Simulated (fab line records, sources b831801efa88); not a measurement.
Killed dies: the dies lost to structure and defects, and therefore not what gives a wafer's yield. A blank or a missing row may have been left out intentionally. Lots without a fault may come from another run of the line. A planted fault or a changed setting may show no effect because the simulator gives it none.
Split-lot trial + flow gf180mcu + on a route of 602 steps: 5 lots, 23 wafers read

THE SPLIT
At GF_V4_SPUTTER_21 (material Ti, target thk 15 nm, time 80.02 s), the setting power-w was moved away from the recipe's 2500 W on 11 of the 23 wafers read, by -7.5% to +9.9%. This setting was run at the recipe's value on the other wafers.

The reading comes from the split's own step.

THE READING
Ti_of_V4_SPUTTER_21.thk-nm (the simulator's own value, which no gauge read), in nm, at GF_V4_SPUTTER_21 (material Ti, target thk 15 nm, time 80.02 s). The file does not state a usual value for it. Average 14.91 nm, standard deviation 0.16 nm, over the 12 wafers here run with the recipe.

| wafer  | tool, chamber at the split | power-w as run, W | against the recipe | Ti_of_V4_SPUTTER_21.thk-nm, nm | against lot-mates on the recipe |
|--------|----------------------------|-------------------|--------------------|--------------------------------|---------------------------------|
| L074.1 | pvd-sputter-01, -          | 2747              | +9.9%              | 16.35                          | +1.27                           |
| L074.2 | pvd-sputter-01, -          | 2500              | recipe             | 15.2                           | -                               |
| L074.3 | pvd-sputter-01, -          | 2500              | recipe             | 14.96                          | -                               |
| L074.4 | pvd-sputter-01, -          | 2747              | +9.9%              | 16.69                          | +1.61                           |
| L074.6 | pvd-sputter-01, -          | 2747              | +9.9%              | 16.4                           | +1.32                           |
| L075.1 | pvd-sputter-02, -          | 2500              | recipe             | 14.75                          | -                               |
| L075.2 | pvd-sputter-02, -          | 2500              | recipe             | 14.84                          | -                               |
| L075.3 | pvd-sputter-02, -          | 2383              | -4.7%              | 14.33                          | -0.52                           |
| L075.5 | pvd-sputter-02, -          | 2383              | -4.7%              | 14.24                          | -0.61                           |
| L075.6 | pvd-sputter-02, -          | 2500              | recipe             | 14.95                          | -                               |
| L077.1 | pvd-sputter-01, -          | 2500              | recipe             | 14.69                          | -                               |
| L077.2 | pvd-sputter-01, -          | 2663              | +6.5%              | 16.02                          | +1.23                           |
| L077.4 | pvd-sputter-01, -          | 2500              | recipe             | 14.88                          | -                               |
| L077.5 | pvd-sputter-01, -          | 2663              | +6.5%              | 16.06                          | +1.27                           |
| L077.6 | pvd-sputter-01, -          | 2663              | +6.5%              | 15.84                          | +1.05                           |
| L080.1 | pvd-sputter-01, -          | 2500              | recipe             | 14.88                          | -                               |
| L080.3 | pvd-sputter-01, -          | 2500              | recipe             | 14.74                          | -                               |
| L080.5 | pvd-sputter-01, -          | 2500              | recipe             | 15.01                          | -                               |
| L081.1 | pvd-sputter-02, -          | 2500              | recipe             | 15.24                          | -                               |
| L081.2 | pvd-sputter-02, -          | 2312              | -7.5%              | 13.74                          | -1.29                           |
| L081.3 | pvd-sputter-02, -          | 2312              | -7.5%              | 13.88                          | -1.14                           |
| L081.4 | pvd-sputter-02, -          | 2312              | -7.5%              | 13.77                          | -1.26                           |
| L081.6 | pvd-sputter-02, -          | 2500              | recipe             | 14.81                          | -                               |

THE FIT
A straight line over all 23 wafers: Ti_of_V4_SPUTTER_21.thk-nm changes by +0.154 nm for each +1% of power-w; r = +0.98; the points scatter about the line by 0.15 nm.
The same after taking each lot's own level away (the mean of its wafers on the recipe; 23 wafers): +0.154 nm for each +1%; r = +0.98; scatter 0.16 nm.
Per that fit: largest power-w move, reading shift of 1.5 nm.
Across the lots, their own levels run from 14.785 to 15.080 nm, a range of 1.8 times the standard deviation given above.
So the lot-to-lot level changes the slope little: the two slopes agree.
Check: for one of the wafers moved furthest among these (+9.9%), held out of the fit, the line's prediction against its lot-mates is +1.59 nm. Against them it came out at +1.27 nm.

THE OTHER SPLITS THESE WAFERS WENT THROUGH
Before the reading, these wafers also passed through other splits. Each is held against what the fit with the lots' levels taken away leaves over:
| other split on the same wafers | wafers away from the commonest value | r with Ti_of_V4_SPUTTER_21.thk-nm (lot level and that fit taken away) |
|--------------------------------|--------------------------------------|-----------------------------------------------------------------------|
| GF_V4_CVD_00 sih4-flow-sccm    | 8                                    | -0.01                                                                 |
| GF_V4_EXPOSE_11 dose-mj        | 10                                   | -0.17                                                                 |

THE FILE'S OWN FIT
Ti_of_V4_SPUTTER_21.thk-nm changes by +0.153 nm for each +1% of power-w, r = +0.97.
